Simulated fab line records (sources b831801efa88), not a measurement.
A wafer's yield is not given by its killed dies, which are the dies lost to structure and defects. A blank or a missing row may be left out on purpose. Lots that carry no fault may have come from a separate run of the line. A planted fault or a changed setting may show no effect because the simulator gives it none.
fab line records | flow sky130
record: lots: 14 | wafers: 42 | last-day: 50
route steps=708 shown GATE_OXIDE@193 CONTACT@411 METAL1@439 VIA1@481
lots that met no fault: taken from a fault-free run of the same line
start-h: hours from the record's first day to the start of the lot's first wafer shown | wait-h: hours from the lot's prior step to this one | " repeats the value in the row above | L1.1+2: several wafers, shown together as one row | - either no value or no given start | * or withheld: withheld | < > ~ a bound
route shown NAME@n: NAME is a module with steps in the file, n the number in the route of the first one | usual: average and standard deviation across the fault-free wafers | same: alike in all rows | chamber/n: place in a boat | sites: readings site by site | _std_site: standard deviation across them | _edge_site: mean of outer sites minus mean of inner sites | radius-mm: for every site, how far away it sits from the centre of the wafer | mask NAME#n: copy n | behind: tool/chamber where the wafer was last shaped | hold: what put the lot on hold/how long, in hours/how the hold closed | device: transistor that didn't switch, given as n, p or np | end of line: the route-end tests of the same wafers | a step given without rows: its recipe and nothing more | killed: the dies lost at the first sort to structure and to defects; this is not the yield of the wafer | map: dies across one wafer; x = killed, . = not, _ = none there
set.NAME: the setting that was run; set.NAME@STEP: the one run at that earlier step | model.NAME: the simulator's own value behind a step, which no gauge read
a sample of lots followed through the steps of the route, with each step as a table and each wafer as a row
== steps ==
step: SKY_GATE_OXIDE_SOFTBAKE_06
recipe: temp-c: 90 | time-s: 60 | resist: NOVOLAK
usual: heater-power-total-W: 56.59/0.046 | plate-temp-C: 89.99/0.11 | resist-line-temp-C: 22.97/0.1
lot.wafer | tool           | chamber | start-h | wait-h | heater-power-total-W | plate-temp-C | resist-line-temp-C
L483.2    | litho-track-03 | 0       | 312.47  | 0.1    | 56.60                | 89.71        | 22.85
L483.5    | "              | 0       | "       | "      | 56.62                | 89.83        | 22.86
L483.6    | "              | 0       | "       | "      | 56.55                | 89.95        | 22.88
L484.1    | litho-track-03 | 0       | 318.40  | 0.1    | 56.61                | 89.98        | 23.08
L484.2    | "              | 0       | "       | "      | 56.56                | 90.07        | 23.12
L484.4    | "              | 0       | "       | "      | 56.58                | 89.97        | 23.02
L485.1    | litho-track-03 | 0       | 326.80  | 0.1    | 56.61                | 89.99        | 23.03
L485.2    | "              | 0       | "       | "      | 56.63                | 89.85        | 22.81
L485.4    | "              | 0       | "       | "      | 56.50                | 90.07        | 23.07
L486.1    | litho-track-04 | 0       | 332.90  | 0.1    | 56.60                | 90.09        | 22.67
L486.4    | "              | 0       | "       | "      | 56.46                | 90.01        | 22.92
L486.5    | "              | 0       | "       | "      | 56.63                | 89.94        | 22.77
L489.1    | litho-track-03 | 0       | 357.50  | 0.1    | 56.59                | 90.09        | 22.92
L489.2    | "              | 0       | "       | "      | 56.65                | 89.91        | 22.98
L489.4    | "              | 0       | "       | "      | 56.59                | 89.97        | 22.86
L490.1    | litho-track-01 | 0       | 374.78  | 0.1    | 56.53                | 89.99        | 22.81
L490.4    | "              | 0       | "       | "      | 56.62                | 89.83        | 22.94
L490.6    | "              | 0       | "       | "      | 56.59                | 89.98        | 22.95
L491.4    | litho-track-03 | 0       | 375.27  | 0.1    | 56.58                | 90.02        | 22.74
L491.5    | "              | 0       | "       | "      | 56.58                | 89.98        | 22.82
L491.6    | "              | 0       | "       | "      | 56.60                | 89.98        | 22.85
L492.1    | litho-track-03 | 0       | 388.05  | 0.1    | 58.97                | 92.76        | 23.18
L492.2    | "              | 0       | "       | "      | 59.04                | 92.60        | 23.24
L492.6    | "              | 0       | "       | "      | 59.09                | 92.97        | 23.02
L493.2    | litho-track-03 | 0       | 393.12  | 0.1    | 58.92                | 92.76        | 22.93
L493.4    | "              | 0       | "       | "      | 59.10                | 92.67        | 23.06
L493.5    | "              | 0       | "       | "      | 59.02                | 92.67        | 23.08
L500.1    | litho-track-01 | 0       | 451.28  | 0.1    | 56.57                | 89.92        | 22.95
L500.3    | "              | 0       | "       | "      | 56.52                | 89.85        | 22.91
L500.4    | "              | 0       | "       | "      | 56.67                | 90.02        | 22.99
L501.1    | litho-track-01 | 0       | 465.58  | 0.1    | 56.62                | 90.06        | 22.94
L501.3    | "              | 0       | "       | "      | 56.59                | 90.07        | 22.95
L501.6    | "              | 0       | "       | "      | 56.62                | 90.02        | 23.01
L502.1    | litho-track-03 | 0       | 471.90  | 0.1    | 56.64                | 89.81        | 22.93
L502.4    | "              | 0       | "       | "      | 56.60                | 89.74        | 22.99
L502.5    | "              | 0       | "       | "      | 56.62                | 89.80        | 22.93
L503.2    | litho-track-04 | 0       | 478.88  | 0.1    | 56.69                | 89.97        | 23.06
L503.3    | "              | 0       | "       | "      | 56.56                | 90.23        | 22.98
L503.6    | "              | 0       | "       | "      | 56.55                | 90.13        | 23.00
L504.3    | litho-track-04 | 0       | 481.90  | 0.1    | 56.62                | 89.92        | 22.97
L504.4    | "              | 0       | "       | "      | 56.63                | 90.04        | 22.95
L504.6    | "              | 0       | "       | "      | 56.60                | 90.03        | 22.87
step: SKY_CONTACT_BOW_MEAS_05
recipe: mode: bow
usual: CONTACT_BOW: 79/6.6
lot.wafer | tool          | chamber | start-h | wait-h | CONTACT_BOW[um]
L483.2    | film-metro-01 | -       | 724.84  | 0.2    | 88
L483.5    | "             | -       | "       | "      | 84
L483.6    | "             | -       | "       | "      | 80
L484.1    | film-metro-01 | -       | 729.81  | 0.1    | 85
L484.2    | "             | -       | "       | "      | 69
L484.4    | "             | -       | "       | "      | 86
L485.1    | film-metro-03 | -       | 742.18  | 0.2    | 84
L485.2    | "             | -       | "       | "      | 92
L485.4    | "             | -       | "       | "      | 83
L486.1    | film-metro-04 | -       | 747.50  | 0.2    | 81
L486.4    | "             | -       | "       | "      | 78
L486.5    | "             | -       | "       | "      | 75
L489.1    | film-metro-04 | -       | 776.46  | 0.2    | 80
L489.2    | "             | -       | "       | "      | 77
L489.4    | "             | -       | "       | "      | 75
L490.1    | film-metro-03 | -       | 787.83  | 0.2    | 89
L490.4    | "             | -       | "       | "      | 74
L490.6    | "             | -       | "       | "      | 82
L491.4    | film-metro-01 | -       | 788.61  | 0.3    | 84
L491.5    | "             | -       | "       | "      | 86
L491.6    | "             | -       | "       | "      | 84
L492.1    | film-metro-01 | -       | 798.04  | 0.1    | 82
L492.2    | "             | -       | "       | "      | 75
L492.6    | "             | -       | "       | "      | 69
L493.2    | film-metro-03 | -       | 801.91  | 0.2    | 81
L493.4    | "             | -       | "       | "      | 85
L493.5    | "             | -       | "       | "      | 81
L500.1    | film-metro-01 | -       | 854.59  | 0.1    | 83
L500.3    | "             | -       | "       | "      | 69
L500.4    | "             | -       | "       | "      | 78
L501.1    | film-metro-01 | -       | 865.39  | 0.2    | 81
L501.3    | "             | -       | "       | "      | 79
L501.6    | "             | -       | "       | "      | 82
L502.1    | film-metro-03 | -       | 867.31  | 0.2    | 81
L502.4    | "             | -       | "       | "      | 84
L502.5    | "             | -       | "       | "      | 80
L503.2    | film-metro-01 | -       | 873.26  | 0.2    | 85
L503.3    | "             | -       | "       | "      | 92
L503.6    | "             | -       | "       | "      | 75
L504.3    | film-metro-03 | -       | 875.69  | 0.1    | 74
L504.4    | "             | -       | "       | "      | 86
L504.6    | "             | -       | "       | "      | 80
step: SKY_METAL1_RS_MEAS_05
recipe: thk-meas-gauge: four-point-probe | reads: TiN_of_METAL1_SPUTTER_04+Ti_of_METAL1_SPUTTER_03+AlCu_of_METAL1_SPUTTER_02+TiN_of_METAL1_SPUTTER_01+Ti_of_METAL1_SPUTTER_00
usual: METAL1_ALCU_RS: 0.1270/0.0016
lot.wafer | tool          | chamber | start-h | wait-h | METAL1_ALCU_RS[ohm/sq]
L483.2    | film-metro-02 | -       | 753.94  | 0.0    | 0.1286
L483.5    | "             | -       | "       | "      | 0.1288
L483.6    | "             | -       | "       | "      | 0.1289
L484.1    | film-metro-02 | -       | 758.82  | 0.0    | 0.1274
L484.2    | "             | -       | "       | "      | 0.1276
L484.4    | "             | -       | "       | "      | 0.1257
L485.1    | film-metro-03 | -       | 770.63  | 0.0    | 0.1270
L485.2    | "             | -       | "       | "      | 0.1251
L485.4    | "             | -       | "       | "      | 0.1244
L486.1    | film-metro-02 | -       | 776.42  | 0.0    | 0.1247
L486.4    | "             | -       | "       | "      | 0.1270
L486.5    | "             | -       | "       | "      | 0.1248
L489.1    | film-metro-02 | -       | 804.97  | 0.0    | 0.1254
L489.2    | "             | -       | "       | "      | 0.1246
L489.4    | "             | -       | "       | "      | 0.1252
L490.1    | film-metro-01 | -       | 816.55  | 0.0    | 0.1287
L490.4    | "             | -       | "       | "      | 0.1284
L490.6    | "             | -       | "       | "      | 0.1287
L491.4    | film-metro-03 | -       | 817.56  | 0.1    | 0.1239
L491.5    | "             | -       | "       | "      | 0.1250
L491.6    | "             | -       | "       | "      | 0.1240
L492.1    | film-metro-01 | -       | 825.66  | 0.0    | 0.1268
L492.2    | "             | -       | "       | "      | 0.1273
L492.6    | "             | -       | "       | "      | 0.1279
L493.2    | film-metro-01 | -       | 829.41  | 0.0    | 0.1260
L493.4    | "             | -       | "       | "      | 0.1275
L493.5    | "             | -       | "       | "      | 0.1274
L500.1    | film-metro-02 | -       | 882.28  | 0.0    | 0.1309
L500.3    | "             | -       | "       | "      | 0.1287
L500.4    | "             | -       | "       | "      | 0.1298
L501.1    | film-metro-02 | -       | 892.52  | 0.0    | 0.1266
L501.3    | "             | -       | "       | "      | 0.1290
L501.6    | "             | -       | "       | "      | 0.1266
L502.1    | film-metro-01 | -       | 893.68  | 0.0    | 0.1263
L502.4    | "             | -       | "       | "      | 0.1267
L502.5    | "             | -       | "       | "      | 0.1244
L503.2    | film-metro-03 | -       | 900.99  | 0.0    | 0.1276
L503.3    | "             | -       | "       | "      | 0.1289
L503.6    | "             | -       | "       | "      | 0.1289
L504.3    | film-metro-01 | -       | 903.17  | 0.1    | 0.1300
L504.4    | "             | -       | "       | "      | 0.1291
L504.6    | "             | -       | "       | "      | 0.1295
step: SKY_VIA1_THK_MEAS_23
recipe: thk-meas-gauge: xrf | reads: W_of_VIA1_CVD_21
usual: VIA1_W_THK: 276/3.4
lot.wafer | tool          | chamber | start-h | wait-h | VIA1_W_THK[nm]
L483.2    | film-metro-01 | -       | 809.88  | 0.1    | 275
L483.5    | "             | -       | "       | "      | 277
L483.6    | "             | -       | "       | "      | 276
L484.1    | film-metro-02 | -       | 815.11  | 0.1    | 279
L484.2    | "             | -       | "       | "      | 282
L484.4    | "             | -       | "       | "      | 281
L485.1    | film-metro-04 | -       | 826.05  | 0.1    | 282
L485.2    | "             | -       | "       | "      | 279
L485.4    | "             | -       | "       | "      | 280
L486.1    | film-metro-01 | -       | 832.54  | 0.1    | 280
L486.4    | "             | -       | "       | "      | 280
L486.5    | "             | -       | "       | "      | 279
L489.1    | film-metro-04 | -       | 860.05  | 0.1    | 273
L489.2    | "             | -       | "       | "      | 277
L489.4    | "             | -       | "       | "      | 280
L490.1    | film-metro-01 | -       | 872.24  | 0.1    | 273
L490.4    | "             | -       | "       | "      | 270
L490.6    | "             | -       | "       | "      | 275
L491.4    | film-metro-02 | -       | 872.66  | 0.1    | 274
L491.5    | "             | -       | "       | "      | 274
L491.6    | "             | -       | "       | "      | 272
L492.1    | film-metro-02 | -       | 879.75  | 0.1    | 279
L492.2    | "             | -       | "       | "      | 272
L492.6    | "             | -       | "       | "      | 278
L493.2    | film-metro-04 | -       | 883.73  | 0.1    | 274
L493.4    | "             | -       | "       | "      | 277
L493.5    | "             | -       | "       | "      | 272
L500.1    | film-metro-04 | -       | 935.26  | 0.1    | 279
L500.3    | "             | -       | "       | "      | 282
L500.4    | "             | -       | "       | "      | 279
L501.1    | film-metro-02 | -       | 944.91  | 0.1    | 272
L501.3    | "             | -       | "       | "      | 275
L501.6    | "             | -       | "       | "      | 274
L502.1    | film-metro-04 | -       | 945.79  | 0.1    | 277
L502.4    | "             | -       | "       | "      | 279
L502.5    | "             | -       | "       | "      | 277
L503.2    | film-metro-04 | -       | 953.32  | 0.1    | 276
L503.3    | "             | -       | "       | "      | 276
L503.6    | "             | -       | "       | "      | 277
L504.3    | film-metro-04 | -       | 955.86  | 0.1    | 276
L504.4    | "             | -       | "       | "      | 276
L504.6    | "             | -       | "       | "      | 276
== key ==
first-sign: step: SKY_GATE_OXIDE_SOFTBAKE_06 | reading: heater-power-total-W | direction: up | sigmas: 53 | usual: * | struck: *
effect: step: SKY_GATE_OXIDE_SOFTBAKE_06 | reading: plate-temp-C | direction: up | sigmas: 24 | usual: * | struck: *
met-at SKY_GATE_OXIDE_SOFTBAKE_06
struck-lots L492,L493
tester-left-out L492,L493
not-acting-at SKY_CONTACT_BOW_MEAS_05,SKY_METAL1_RS_MEAS_05,SKY_VIA1_THK_MEAS_23
onset-between 375.27 388.05
fault: kind: process-parameter-drift | tool: litho-track-03 | chamber: - | onset-h: 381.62 | steps: SKY_GATE_OXIDE_SOFTBAKE_06 | channel: temp-c | offset: * | shape: step | end-h: 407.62 | acts-in: * | stated: *
tester-left-out: of these lots the tester's yield and bins aren't shown, on N5 and GAA mostly nor the transistor test; their killed dies are dies lost to structure and defects alone, not to doping, threshold or leakage, so they don't give the yield
